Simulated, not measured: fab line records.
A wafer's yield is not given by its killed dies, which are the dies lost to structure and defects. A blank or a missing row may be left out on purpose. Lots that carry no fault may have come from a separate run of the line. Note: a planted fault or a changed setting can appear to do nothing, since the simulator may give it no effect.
Which tool did it? / flow sky130 / route of 708 steps, sampled at 1 step: 12 lots, 36 wafers

WHAT THE GAUGES SHOWED, per wafer
SKY_POLY_CUT_CD_MEAS_08 targets a cd of 270 nm.
lot=L075; measured=day 24 09:01; on=cd sem-01; cd nm (nm)=271.1 270.2 271.3
lot=L077; measured=day 25 05:28; on=cd sem-01; cd nm (nm)=270.7 271.1 269.9
lot=L079; measured=day 26 07:16; on=cd sem-02; cd nm (nm)=269.9 269.9 270.4
lot=L081; measured=day 26 18:39; on=cd sem-01; cd nm (nm)=268.6 267.3 266.6
lot=L083; measured=day 27 22:05; on=cd sem-02; cd nm (nm)=268.3 267.2 267.8
lot=L084; measured=day 28 06:11; on=cd sem-02; cd nm (nm)=271.3 270.2 269.4
lot=L087; measured=day 29 00:43; on=cd sem-01; cd nm (nm)=268.4 269.3 269.0
lot=L089; measured=day 29 18:56; on=cd sem-02; cd nm (nm)=268.5 269.9 269.8
lot=L091; measured=day 30 07:41; on=cd sem-02; cd nm (nm)=269.3 269.5 269.0
lot=L093; measured=day 30 16:27; on=cd sem-01; cd nm (nm)=270.3 270.4 270.1
lot=L095; measured=day 31 03:01; on=cd sem-02; cd nm (nm)=268.3 269.5 269.1
lot=L097; measured=day 32 08:40; on=cd sem-02; cd nm (nm)=267.6 268.9 267.8

WHICH TOOL RAN EACH LOT (tool, then ch and the chambers of the sampled wafers, then the start)
The record shows no process step preceding these readings.

THE ANSWER, worked out from the rows above alone
Rule: what is usual is taken from the lots themselves. Put in order of their means at a reading, lots are off if they are a third of the lots or fewer, leave a main group of 4 or more, and stand apart from it by a gap of 3 or more times the standard deviation of the main group's means; of several such gaps the widest counts. Not used: any main group whose means are identical at the precision the tables above print for the reading. Also off: a lot with no number at a reading for which 4 or more lots have one. Any other lot the step has rows for is counted as sound.
Nothing can be told from this: no lot is off at any reading shown.

WHAT WAS PUT IN BY THE SIMULATOR
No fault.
